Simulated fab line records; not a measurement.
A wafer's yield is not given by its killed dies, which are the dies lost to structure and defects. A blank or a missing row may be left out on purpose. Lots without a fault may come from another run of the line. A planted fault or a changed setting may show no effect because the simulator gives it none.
fab line records	flow gf180mcu
record: lots: 24	wafers: 72	last-day: 34
route steps=602 shown M2@379 V2@384 V4@494 TOP_METAL@572 PASSIVATION@598
lots with no fault: from the same line, run without faults
start-h: the number of hours between the record's first day and the start of the first shown wafer of the lot	wait-h: hours elapsed since this lot's preceding step	" repeats the value in the row above	L1.1+2: a single row standing in for several wafers	- either no value or no given start	* or withheld: withheld	< > ~ a bound
route shown NAME@n: NAME is a module with steps in the file, n the number in the route of the first one	usual: the fault-free wafers' mean and standard deviation	same: alike in all rows	chamber/n: place in a boat	sites: each site's reading	_std_site: the values' standard deviation	_edge_site: inner sites' mean taken away from outer sites' mean	radius-mm: for every site, how far away it sits from the centre of the wafer	mask NAME#n: copy n	behind: the tool/chamber that last shaped the wafer	hold: why the lot went on hold/how many hours it stayed there/how the hold came to an end	device: the transistor (n, p or np) that didn't switch	end of line: the same wafers' tests at the end of the route	where a step has no rows: the recipe by itself	killed: not the wafer's yield, but the dies lost to structure and defects at the first sort	map: a wafer's dies, x killed, . not, _ none there
set.NAME: the setting as run; set.NAME@STEP: as run at that earlier step	model.NAME: the simulator's own value behind a step, which no gauge read
steps of the route over a sample of lots; a table a step, a row a wafer
services: a tool's chamber out of use, with start hour (start-h, from the record's first day; less than 0 if before it), hours out, and reason
== steps ==
step: GF_M2_STRIP_17
recipe: chemistry: O2/N2	power-w: 1400	pressure-mtorr: 1500	platen-temp-c: 250	o2-flow-sccm: 3000	n2-flow-sccm: 300	overash-fraction: 0.5
usual: drypump-motor-current-A: 5.5/0.43	heater-power-w: 346/48	oes-product-au: 0.559/0.0052	strip-time-to-endpoint-s: 7.88/0.053
lot.wafer	tool	chamber	start-h	wait-h	drypump-motor-current-A	heater-power-w	oes-product-au	rf-hours-counter-h	strip-time-to-endpoint-s
L074.2	plasma-asher-03	1	438.94	0.1	5.3	333	0.561	31	7.87
L074.4	"	1	"	"	5.3	325	0.561	-	7.92
L074.5	"	0	"	"	5.0	434	0.553	-	7.83
L075.3	plasma-asher-01	1	456.52	0.1	6.1	284	0.565	-	7.89
L075.4	"	0	"	"	5.9	331	0.570	-	7.90
L075.5	"	0	"	"	5.9	333	0.555	-	7.89
L076.2	plasma-asher-01	0	457.98	0.1	5.9	334	0.558	3	7.91
L076.4	"	0	"	"	5.9	337	0.559	-	7.85
L076.6	"	0	"	"	5.9	329	0.560	-	7.85
L078.1	plasma-asher-01	1	476.49	0.2	6.1	291	0.562	5	7.93
L078.3	"	1	"	"	6.1	297	0.554	-	7.95
L078.6	"	0	"	"	5.9	336	0.567	-	7.94
L077.1	plasma-asher-04	0	479.34	0.1	5.5	388	0.570	69	7.95
L077.4	"	1	"	"	4.9	334	0.554	-	7.93
L077.6	"	0	"	"	5.5	387	0.561	-	7.95
L079.2	plasma-asher-04	1	487.44	0.1	4.9	332	0.558	70	7.81
L079.3	"	1	"	"	4.9	317	0.560	-	7.88
L079.5	"	1	"	"	4.9	329	0.549	-	7.84
L080.2	plasma-asher-01	0	499.98	0.1	5.9	336	0.549	7	7.78
L080.4	"	1	"	"	6.0	291	0.553	-	7.75
L080.5	"	1	"	"	6.0	286	0.552	-	7.79
L081.1	plasma-asher-04	0	510.48	0.1	5.5	385	0.560	72	7.93
L081.3	"	0	"	"	5.5	397	0.562	-	7.88
L081.4	"	1	"	"	4.9	326	0.567	-	7.97
L083.1	plasma-asher-03	1	519.03	0.1	5.4	319	0.559	39	7.86
L083.3	"	0	"	"	5.0	436	0.551	-	7.88
L083.6	"	0	"	"	5.0	429	0.560	-	7.88
L082.2	plasma-asher-01	0	522.94	0.1	5.9	333	0.567	10	7.90
L082.3	"	0	"	"	5.9	330	0.558	-	7.97
L082.6	"	0	"	"	5.9	336	0.559	-	7.87
L084.1	plasma-asher-04	0	532.03	0.1	5.5	391	0.563	74	7.89
L084.5	"	1	"	"	4.9	332	0.559	-	7.80
L084.6	"	0	"	"	5.5	399	0.557	-	7.91
L085.1	plasma-asher-03	0	538.60	0.2	5.0	436	0.555	41	7.87
L085.3	"	1	"	"	5.3	327	0.549	-	7.80
L085.6	"	0	"	"	5.0	445	0.555	-	7.81
L086.1	plasma-asher-04	1	540.98	0.1	4.9	323	0.560	75	7.94
L086.2	"	0	"	"	5.5	392	0.563	75	7.97
L086.4	"	0	"	"	5.6	396	0.560	-	7.94
L087.1	plasma-asher-03	1	550.65	0.1	5.4	328	0.561	43	7.89
L087.2	"	0	"	"	5.1	433	0.554	43	7.90
L087.3	"	0	"	"	5.1	434	0.558	-	7.94
L088.1	plasma-asher-03	1	556.19	0.2	5.3	325	0.555	43	7.80
L088.2	"	0	"	"	5.0	433	0.562	43	7.84
L088.6	"	1	"	"	5.4	319	0.553	-	7.84
L089.1	plasma-asher-01	1	562.82	0.1	6.1	295	0.558	14	7.83
L089.2	"	0	"	"	5.9	329	0.556	14	7.86
L089.6	"	0	"	"	5.9	335	0.557	-	7.86
L090.1	plasma-asher-01	0	567.43	0.1	6.0	340	0.566	15	7.92
L090.3	"	0	"	"	5.9	335	0.560	-	7.92
L090.5	"	1	"	"	6.1	290	0.560	-	7.96
L091.2	plasma-asher-04	1	574.65	0.1	4.9	331	0.560	79	7.92
L091.3	"	1	"	"	4.9	322	0.563	-	7.97
L091.6	"	1	"	"	4.9	324	0.564	-	7.95
L092.3	plasma-asher-03	0	587.83	0.1	5.0	432	0.556	-	7.78
L092.5	"	0	"	"	5.0	438	0.552	-	7.84
L092.6	"	1	"	"	5.4	332	0.551	-	7.80
L093.3	plasma-asher-01	0	591.06	0.1	5.9	335	0.562	-	7.89
L093.5	"	0	"	"	5.9	337	0.557	-	7.85
L093.6	"	1	"	"	6.1	292	0.550	-	7.88
L094.1	plasma-asher-01	1	599.93	0.1	6.0	293	0.550	18	7.83
L094.2	"	0	"	"	5.9	337	0.560	18	7.92
L094.5	"	1	"	"	6.0	294	0.552	-	7.97
L095.3	plasma-asher-03	0	607.25	0.2	5.0	430	0.561	-	7.79
L095.4	"	1	"	"	5.4	326	0.560	-	7.84
L095.5	"	0	"	"	5.0	427	0.558	-	7.84
L096.1	plasma-asher-01	1	613.43	0.1	6.1	291	0.559	20	7.87
L096.2	"	0	"	"	5.9	332	0.559	20	7.88
L096.4	"	0	"	"	5.9	339	0.563	-	7.88
L097.1	plasma-asher-04	1	625.97	0.2	4.9	333	0.554	84	7.79
L097.2	"	0	"	"	5.5	399	0.549	84	7.81
L097.4	"	1	"	"	4.9	334	0.546	-	7.83
step: GF_V2_CVD_02
recipe: material: SiO2	target-thk-nm: 850	precursor: TEOS	temp-c: 400	time-s: 94.851	rf-w: 600
usual: heater-power-w: 645/84
lot.wafer	tool	chamber	start-h	wait-h	heater-power-w
L074.2	pecvd-01	0	439.61	0.0	682
L074.4	"	0	"	"	691
L074.5	"	2	"	"	738
L075.3	pecvd-03	0	457.15	0.0	604
L075.4	"	0	"	"	628
L075.5	"	1	"	"	611
L076.2	pecvd-02	1	458.65	0.0	807
L076.4	"	0	"	"	656
L076.6	"	1	"	"	751
L078.1	pecvd-01	0	477.17	0.1	679
L078.3	"	1	"	"	582
L078.6	"	1	"	"	611
L077.1	pecvd-01	2	480.03	0.1	749
L077.4	"	2	"	"	604
L077.6	"	0	"	"	647
L079.2	pecvd-02	0	488.10	0.0	665
L079.3	"	1	"	"	716
L079.5	"	0	"	"	707
L080.2	pecvd-02	2	500.67	0.0	651
L080.4	"	1	"	"	660
L080.5	"	0	"	"	664
L081.1	pecvd-03	0	511.22	0.1	632
L081.3	"	1	"	"	731
L081.4	"	0	"	"	507
L083.1	pecvd-03	2	519.79	0.1	436
L083.3	"	1	"	"	775
L083.6	"	0	"	"	633
L082.2	pecvd-02	0	523.61	0.0	611
L082.3	"	1	"	"	817
L082.6	"	2	"	"	524
L084.1	pecvd-01	1	532.70	0.1	597
L084.5	"	2	"	"	750
L084.6	"	1	"	"	617
L085.1	pecvd-02	1	539.33	0.1	753
L085.3	"	0	"	"	688
L085.6	"	2	"	"	638
L086.1	pecvd-01	1	541.68	0.1	612
L086.2	"	0	"	"	736
L086.4	"	1	"	"	486
L087.1	pecvd-03	2	551.32	0.1	486
L087.2	"	1	"	"	640
L087.3	"	0	"	"	572
L088.1	pecvd-01	1	556.86	0.1	618
L088.2	"	2	"	"	765
L088.6	"	2	"	"	610
L089.1	pecvd-01	2	563.49	0.1	632
L089.2	"	1	"	"	558
L089.6	"	0	"	"	683
L090.1	pecvd-03	2	568.10	0.1	547
L090.3	"	0	"	"	616
L090.5	"	0	"	"	498
L091.2	pecvd-03	2	575.31	0.0	464
L091.3	"	0	"	"	611
L091.6	"	2	"	"	504
L092.3	pecvd-02	1	588.46	0.0	775
L092.5	"	0	"	"	657
L092.6	"	1	"	"	796
L093.3	pecvd-01	0	591.73	0.0	672
L093.5	"	0	"	"	725
L093.6	"	1	"	"	615
L094.1	pecvd-01	0	600.60	0.1	589
L094.2	"	2	"	"	657
L094.5	"	1	"	"	507
L095.3	pecvd-02	0	607.92	0.0	653
L095.4	"	2	"	"	652
L095.5	"	0	"	"	697
L096.1	pecvd-02	1	614.10	0.1	713
L096.2	"	2	"	"	638
L096.4	"	0	"	"	555
L097.1	pecvd-02	0	626.73	0.1	610
L097.2	"	1	"	"	739
L097.4	"	0	"	"	666
step: GF_V2_ETCH_17
recipe: chemistry: C4F8/O2/Ar	mask-material: KrF	target: SiO2	stop-on: TiN	source-w: 1500	bias-w: 1200	pressure-mtorr: 40	c4f8-flow-sccm: withheld	O2_flow_sccm: 6	Ar_flow_sccm: 300	time-s: withheld	target-depth-a: 6300
usual: oes-product-au: 0.855/0.005
lot.wafer	tool	chamber	start-h	wait-h	oes-product-au
L074.2	rie-diel-03	0	-	-	0.857
L074.4	"	3	"	"	0.865
L074.5	"	3	"	"	0.859
L075.3	rie-diel-03	1	-	-	0.847
L075.4	"	3	"	"	0.862
L075.5	"	1	"	"	0.851
L076.2	rie-diel-02	2	-	-	0.854
L076.4	"	0	"	"	0.854
L076.6	"	2	"	"	0.855
L078.1	rie-diel-03	2	-	-	0.855
L078.3	"	0	"	"	0.851
L078.6	"	1	"	"	0.862
L077.1	rie-diel-03	2	-	-	0.851
L077.4	"	3	"	"	0.850
L077.6	"	2	"	"	0.853
L079.2	rie-diel-04	0	-	-	0.854
L079.3	"	1	"	"	0.854
L079.5	"	2	"	"	0.856
L080.2	rie-diel-03	1	-	-	0.849
L080.4	"	2	"	"	0.855
L080.5	"	1	"	"	0.849
L081.1	rie-diel-04	0	-	-	0.856
L081.3	"	1	"	"	0.856
L081.4	"	2	"	"	0.855
L083.1	rie-diel-04	2	-	-	0.870
L083.3	"	3	"	"	0.858
L083.6	"	0	"	"	0.852
L082.2	rie-diel-02	0	-	-	0.858
L082.3	"	1	"	"	0.848
L082.6	"	0	"	"	0.864
L084.1	rie-diel-03	1	-	-	0.863
L084.5	"	3	"	"	0.843
L084.6	"	2	"	"	0.856
L085.1	rie-diel-02	1	-	-	0.843
L085.3	"	3	"	"	0.849
L085.6	"	3	"	"	0.849
L086.1	rie-diel-04	1	-	-	0.850
L086.2	"	2	"	"	0.857
L086.4	"	0	"	"	0.856
L087.1	rie-diel-04	3	-	-	0.851
L087.2	"	2	"	"	0.853
L087.3	"	0	"	"	0.851
L088.1	rie-diel-04	0	-	-	0.853
L088.2	"	1	"	"	0.857
L088.6	"	2	"	"	0.846
L089.1	rie-diel-03	2	-	-	0.854
L089.2	"	0	"	"	0.856
L089.6	"	3	"	"	0.855
L090.1	rie-diel-02	2	-	-	0.849
L090.3	"	0	"	"	0.851
L090.5	"	0	"	"	0.854
L091.2	rie-diel-02	3	-	-	0.860
L091.3	"	1	"	"	0.856
L091.6	"	0	"	"	0.858
L092.3	rie-diel-02	3	-	-	0.853
L092.5	"	1	"	"	0.853
L092.6	"	0	"	"	0.854
L093.3	rie-diel-02	2	-	-	0.856
L093.5	"	2	"	"	0.857
L093.6	"	3	"	"	0.852
L094.1	rie-diel-04	2	-	-	0.850
L094.2	"	3	"	"	0.846
L094.5	"	1	"	"	0.860
L095.3	rie-diel-04	2	-	-	0.861
L095.4	"	3	"	"	0.858
L095.5	"	1	"	"	0.851
L096.1	rie-diel-03	3	-	-	0.853
L096.2	"	1	"	"	0.860
L096.4	"	2	"	"	0.857
L097.1	rie-diel-03	3	-	-	0.850
L097.2	"	1	"	"	0.855
L097.4	"	0	"	"	0.860
step: GF_V4_STRIP_18
recipe: chemistry: O2/N2	power-w: 1400	pressure-mtorr: 1500	platen-temp-c: 250	o2-flow-sccm: 3000	n2-flow-sccm: 300	overash-fraction: 0.5
usual: drypump-motor-current-A: 5.7/0.34	heater-power-w: 332/48	oes-product-au: 0.593/0.0052
lot.wafer	tool	chamber	start-h	wait-h	drypump-motor-current-A	heater-power-w	oes-product-au	rf-hours-counter-h
L074.2	plasma-asher-03	1	561.45	-	5.4	332	0.590	44
L074.4	"	1	"	"	5.4	329	0.589	-
L074.5	"	1	"	"	5.4	329	0.596	-
L075.3	plasma-asher-01	0	578.20	-	5.9	331	0.600	-
L075.4	"	1	"	"	6.1	297	0.597	-
L075.5	"	1	"	"	6.1	297	0.595	-
L076.2	plasma-asher-02	1	579.95	-	5.9	341	0.597	99
L076.4	"	1	"	"	5.8	345	0.593	-
L076.6	"	0	"	"	5.7	282	0.592	-
L078.1	plasma-asher-03	0	595.75	-	5.0	432	0.594	47
L078.3	"	1	"	"	5.4	329	0.590	-
L078.6	"	1	"	"	5.4	320	0.581	-
L077.1	plasma-asher-03	0	599.15	-	5.0	445	0.594	47
L077.4	"	0	"	"	5.0	433	0.590	-
L077.6	"	0	"	"	5.0	442	0.593	-
L079.2	plasma-asher-03	0	604.80	-	5.0	438	0.598	48
L079.3	"	0	"	"	5.0	439	0.596	-
L079.5	"	1	"	"	5.4	328	0.592	-
L080.2	plasma-asher-01	1	617.30	-	6.0	286	0.590	20
L080.4	"	1	"	"	6.1	292	0.587	-
L080.5	"	0	"	"	5.9	332	0.595	-
L081.1	plasma-asher-01	0	627.35	-	6.0	330	0.588	21
L081.3	"	1	"	"	6.0	294	0.597	-
L081.4	"	0	"	"	5.9	336	0.595	-
L083.1	plasma-asher-01	0	634.70	-	6.0	337	0.606	22
L083.3	"	0	"	"	5.9	334	0.593	-
L083.6	"	1	"	"	6.1	293	0.589	-
L082.2	plasma-asher-01	1	637.15	-	6.1	289	0.586	22
L082.3	"	0	"	"	6.0	338	0.595	-
L082.6	"	0	"	"	6.0	332	0.599	-
L084.1	plasma-asher-01	1	645.70	-	6.0	290	0.589	24
L084.5	"	1	"	"	6.0	293	0.601	-
L084.6	"	0	"	"	5.9	336	0.595	-
L085.1	plasma-asher-03	0	651.90	-	5.1	442	0.594	53
L085.3	"	0	"	"	5.0	443	0.585	-
L085.6	"	1	"	"	5.4	319	0.600	-
L086.1	plasma-asher-02	1	655.30	-	5.8	345	0.601	107
L086.2	"	0	"	"	5.7	281	0.590	107
L086.4	"	0	"	"	5.7	282	0.594	-
L087.1	plasma-asher-03	0	662.65	-	5.0	431	0.596	54
L087.2	"	1	"	"	5.3	325	0.583	54
L087.3	"	0	"	"	5.0	427	0.592	-
L088.1	plasma-asher-02	0	668.05	-	5.6	280	0.594	108
L088.2	"	1	"	"	5.8	345	0.595	108
L088.6	"	1	"	"	5.8	339	0.591	-
L089.1	plasma-asher-03	0	673.35	-	5.0	434	0.596	55
L089.2	"	1	"	"	5.3	329	0.591	55
L089.6	"	0	"	"	5.0	441	0.594	-
L090.1	plasma-asher-02	1	677.70	-	5.8	347	0.590	110
L090.3	"	1	"	"	5.8	341	0.600	-
L090.5	"	1	"	"	5.8	338	0.599	-
L091.2	plasma-asher-02	1	684.35	-	5.8	338	0.583	111
L091.3	"	1	"	"	5.8	351	0.585	-
L091.6	"	1	"	"	5.8	339	0.599	-
L092.3	plasma-asher-02	0	696.38	-	5.7	287	0.596	-
L092.5	"	0	"	"	5.7	279	0.596	-
L092.6	"	1	"	"	5.8	340	0.595	-
L093.3	plasma-asher-01	0	697.13	-	5.9	328	0.596	-
L093.5	"	1	"	"	6.1	287	0.596	-
L093.6	"	0	"	"	5.9	341	0.600	-
L094.1	plasma-asher-02	0	706.05	-	5.7	276	0.590	113
L094.2	"	1	"	"	5.8	352	0.586	113
L094.5	"	0	"	"	5.7	278	0.596	-
L095.3	plasma-asher-02	1	713.03	-	5.8	342	0.591	-
L095.4	"	0	"	"	5.7	283	0.591	-
L095.5	"	1	"	"	5.8	338	0.597	-
L096.1	plasma-asher-02	1	718.65	-	5.8	350	0.583	115
L096.2	"	0	"	"	5.7	279	0.588	115
L096.4	"	0	"	"	5.7	284	0.600	-
L097.1	plasma-asher-02	0	729.40	-	5.7	278	0.605	116
L097.2	"	1	"	"	5.8	345	0.583	116
L097.4	"	1	"	"	5.9	342	0.585	-
step: GF_TOP_METAL_RS_MEAS_05
recipe: thk-meas-gauge: four-point-probe	reads: TiN_of_TOP_METAL_SPUTTER_04+Ti_of_TOP_METAL_SPUTTER_03+AlCu_of_TOP_METAL_SPUTTER_02+TiN_of_TOP_METAL_SPUTTER_01+Ti_of_TOP_METAL_SPUTTER_00
usual: TOP_METAL_ALCU_RS: 0.0329/0.00046
lot.wafer	tool	chamber	start-h	wait-h	TOP_METAL_ALCU_RS[ohm/sq]
L074.2	film-metro-03	-	630.46	0.0	0.0317
L074.4	"	-	"	"	0.0318
L074.5	"	-	"	"	0.0320
L075.3	film-metro-04	-	645.56	0.1	0.0330
L075.4	"	-	"	"	0.0327
L075.5	"	-	"	"	0.0328
L076.2	film-metro-02	-	648.63	0.0	0.0329
L076.4	"	-	"	"	0.0331
L076.6	"	-	"	"	0.0326
L078.1	film-metro-03	-	662.15	0.0	0.0328
L078.3	"	-	"	"	0.0331
L078.6	"	-	"	"	0.0331
L077.1	film-metro-02	-	664.77	0.0	0.0332
L077.4	"	-	"	"	0.0333
L077.6	"	-	"	"	0.0332
L079.2	film-metro-03	-	671.02	0.0	0.0331
L079.3	"	-	"	"	0.0328
L079.5	"	-	"	"	0.0328
L080.2	film-metro-04	-	681.79	0.0	0.0328
L080.4	"	-	"	"	0.0327
L080.5	"	-	"	"	0.0327
L081.1	film-metro-02	-	691.52	0.0	0.0333
L081.3	"	-	"	"	0.0328
L081.4	"	-	"	"	0.0330
L083.1	film-metro-04	-	697.77	0.0	0.0332
L083.3	"	-	"	"	0.0335
L083.6	"	-	"	"	0.0332
L082.2	film-metro-02	-	699.34	0.0	0.0327
L082.3	"	-	"	"	0.0325
L082.6	"	-	"	"	0.0326
L084.1	film-metro-02	-	708.23	0.0	0.0328
L084.5	"	-	"	"	0.0331
L084.6	"	-	"	"	0.0327
L085.1	film-metro-02	-	713.50	0.0	0.0336
L085.3	"	-	"	"	0.0338
L085.6	"	-	"	"	0.0335
L086.1	film-metro-02	-	717.59	0.0	0.0323
L086.2	"	-	"	"	0.0320
L086.4	"	-	"	"	0.0326
L087.1	film-metro-02	-	722.98	0.0	0.0318
L087.2	"	-	"	"	0.0333
L087.3	"	-	"	"	0.0323
L088.1	film-metro-02	-	729.80	0.0	0.0327
L088.2	"	-	"	"	0.0336
L088.6	"	-	"	"	0.0335
L089.1	film-metro-02	-	733.90	0.0	0.0331
L089.2	"	-	"	"	0.0329
L089.6	"	-	"	"	0.0332
L090.1	film-metro-03	-	738.33	0.0	0.0338
L090.3	"	-	"	"	0.0331
L090.5	"	-	"	"	0.0330
L091.2	film-metro-02	-	744.16	0.0	0.0325
L091.3	"	-	"	"	0.0332
L091.6	"	-	"	"	0.0318
L092.3	film-metro-04	-	755.21	0.1	0.0320
L092.5	"	-	"	"	0.0324
L092.6	"	-	"	"	0.0323
L093.3	film-metro-02	-	756.07	0.1	0.0330
L093.5	"	-	"	"	0.0329
L093.6	"	-	"	"	0.0333
L094.1	film-metro-02	-	764.38	0.0	0.0329
L094.2	"	-	"	"	0.0326
L094.5	"	-	"	"	0.0327
L095.3	film-metro-03	-	769.40	0.1	0.0328
L095.4	"	-	"	"	0.0332
L095.5	"	-	"	"	0.0330
L096.1	film-metro-04	-	774.07	0.0	0.0331
L096.2	"	-	"	"	0.0334
L096.4	"	-	"	"	0.0330
L097.1	film-metro-04	-	783.22	0.0	0.0327
L097.2	"	-	"	"	0.0329
L097.4	"	-	"	"	0.0325
step: GF_PASSIVATION_ETCH_11
recipe: chemistry: CF4/O2	target-depth-nm: 1800	stop-on: TiN	source-w: 800	bias-w: 150	pressure-mtorr: 150	cf4-flow-sccm: 80	O2_flow_sccm: 10	time-s: 400
usual: drypump-motor-current-A: 6.0/0.46	oes-product-au: 0.963/0.008	throttle-valve-pct: 5.960/0.0095
lot.wafer	tool	chamber	start-h	wait-h	drypump-motor-current-A	oes-product-au	rf-hours-counter-h	throttle-valve-pct
L074.2	rie-diel-01	3	671.77	-	6.5	0.947	14	5.973
L074.4	"	1	"	"	6.3	0.956	0	5.962
L074.5	"	2	"	"	6.6	0.973	-	5.945
L075.3	rie-diel-02	3	684.67	-	5.8	0.950	16	5.949
L075.4	"	1	"	"	6.4	0.972	3	5.960
L075.5	"	0	"	"	5.7	0.974	-	5.954
L076.2	rie-diel-02	3	688.17	-	5.8	0.952	16	5.944
L076.4	"	1	"	"	6.4	0.959	3	5.961
L076.6	"	2	"	"	5.9	0.968	-	5.959
L078.1	rie-diel-04	2	701.72	-	4.9	0.958	28	5.946
L078.3	"	0	"	"	5.1	0.961	25	5.953
L078.6	"	0	"	"	5.1	0.967	-	5.959
L077.1	rie-diel-02	0	703.92	-	5.7	0.965	14	5.938
L077.4	"	3	"	"	5.8	0.974	17	5.986
L077.6	"	2	"	"	5.9	0.968	-	5.966
L079.2	rie-diel-02	2	709.12	-	5.9	0.954	23	5.980
L079.3	"	3	"	"	5.8	0.971	17	5.960
L079.5	"	2	"	"	6.0	0.958	-	5.952
L080.2	rie-diel-02	3	719.31	-	5.8	0.965	18	5.944
L080.4	"	1	"	"	6.4	0.969	5	5.964
L080.5	"	1	"	"	6.4	0.954	-	5.966
L081.1	rie-diel-02	3	729.47	-	5.8	0.966	18	5.959
L081.3	"	2	"	"	6.0	0.953	24	5.949
L081.4	"	1	"	"	6.4	0.958	5	5.962
L083.1	rie-diel-04	3	735.22	-	5.2	0.960	23	5.965
L083.3	"	1	"	"	6.2	0.972	27	5.956
L083.6	"	1	"	"	6.2	0.977	-	5.968
L082.2	rie-diel-01	1	736.22	-	6.3	0.964	2	5.943
L082.3	"	2	"	"	6.6	0.965	53	5.952
L082.6	"	3	"	"	6.5	0.965	-	5.959
L084.1	rie-diel-01	3	744.62	-	6.5	0.963	16	5.966
L084.5	"	0	"	"	6.2	0.966	-	5.961
L084.6	"	1	"	"	6.3	0.964	-	5.954
L085.1	rie-diel-01	3	749.41	-	6.5	0.961	17	5.957
L085.3	"	0	"	"	6.2	0.973	22	5.963
L085.6	"	1	"	"	6.3	0.970	-	5.957
L086.1	rie-diel-01	0	753.66	-	6.2	0.955	22	5.955
L086.2	"	1	"	"	6.3	0.951	3	5.955
L086.4	"	1	"	"	6.3	0.976	-	5.970
L087.1	rie-diel-04	2	758.01	-	4.8	0.954	31	5.973
L087.2	"	0	"	"	5.2	0.967	28	5.976
L087.3	"	1	"	"	6.2	0.957	29	5.963
L088.1	rie-diel-01	3	763.61	-	6.5	0.959	18	5.950
L088.2	"	1	"	"	6.3	0.962	4	5.970
L088.6	"	2	"	"	6.6	0.978	-	5.949
L089.1	rie-diel-04	3	768.61	-	5.2	0.958	25	5.958
L089.2	"	2	"	"	4.9	0.950	31	5.975
L089.6	"	1	"	"	6.2	0.983	-	5.962
L090.1	rie-diel-02	1	773.01	-	6.4	0.956	7	5.947
L090.3	"	2	"	"	5.9	0.947	26	5.947
L090.5	"	0	"	"	5.6	0.964	-	5.956
L091.2	rie-diel-02	3	777.06	-	5.8	0.953	20	5.958
L091.3	"	1	"	"	6.4	0.963	7	5.964
L091.6	"	1	"	"	6.4	0.957	-	5.957
L092.3	rie-diel-02	1	787.96	-	6.4	0.954	7	5.955
L092.5	"	2	"	"	6.0	0.963	-	5.946
L092.6	"	3	"	"	5.8	0.988	-	5.974
L093.3	rie-diel-04	0	788.26	-	5.2	0.951	29	5.952
L093.5	"	1	"	"	6.3	0.974	-	5.949
L093.6	"	0	"	"	5.2	0.964	-	5.968
L094.1	rie-diel-02	2	796.66	-	5.9	0.949	27	5.973
L094.2	"	1	"	"	6.4	0.955	8	5.968
L094.5	"	3	"	"	5.8	0.964	-	5.967
L095.3	rie-diel-01	3	800.51	-	6.5	0.942	20	5.959
L095.4	"	0	"	"	6.2	0.963	24	5.956
L095.5	"	1	"	"	6.3	0.973	-	5.956
L096.1	rie-diel-02	1	804.82	-	6.4	0.957	8	5.961
L096.2	"	0	"	"	5.7	0.955	18	5.973
L096.4	"	2	"	"	6.0	0.973	-	5.967
L097.1	rie-diel-02	0	813.36	-	5.7	0.958	19	5.959
L097.2	"	1	"	"	6.4	0.963	9	5.960
L097.4	"	3	"	"	5.8	0.966	22	5.950
== services ==
tool	chamber	start-h	hours	kind
plasma-asher-03	-	417.15	16.4	repair
plasma-asher-01	-	421.25	9.0	pm
plasma-asher-01	-	425.45	2.8	repair
rie-diel-03	-	428.65	28.1	pm
rie-diel-02	3	429.46	2.7	repair
rie-diel-04	1	435.56	2.8	repair
pecvd-02	-	459.75	6.0	pm
rie-diel-02	2	464.28	1.8	repair
rie-diel-03	1	467.91	4.6	repair
rie-diel-04	2	479.84	4.1	repair
rie-diel-03	2	481.22	5.6	repair
rie-diel-04	1	500.91	4.5	repair
rie-diel-04	0	502.93	2.5	repair
rie-diel-03	-	546.37	0.2	repair
rie-diel-02	0	550.44	5.9	repair
pecvd-01	0	558.82	4.0	repair
rie-diel-04	0	630.93	14.2	repair
plasma-asher-01	-	687.12	4.0	repair
rie-diel-04	3	696.21	1.4	repair
plasma-asher-02	-	721.90	1.6	repair
plasma-asher-02	-	733.75	9.0	pm
rie-diel-02	1	741.19	8.0	repair
plasma-asher-02	-	742.35	3.8	repair
rie-diel-02	3	802.20	4.1	repair
== key ==
fault none
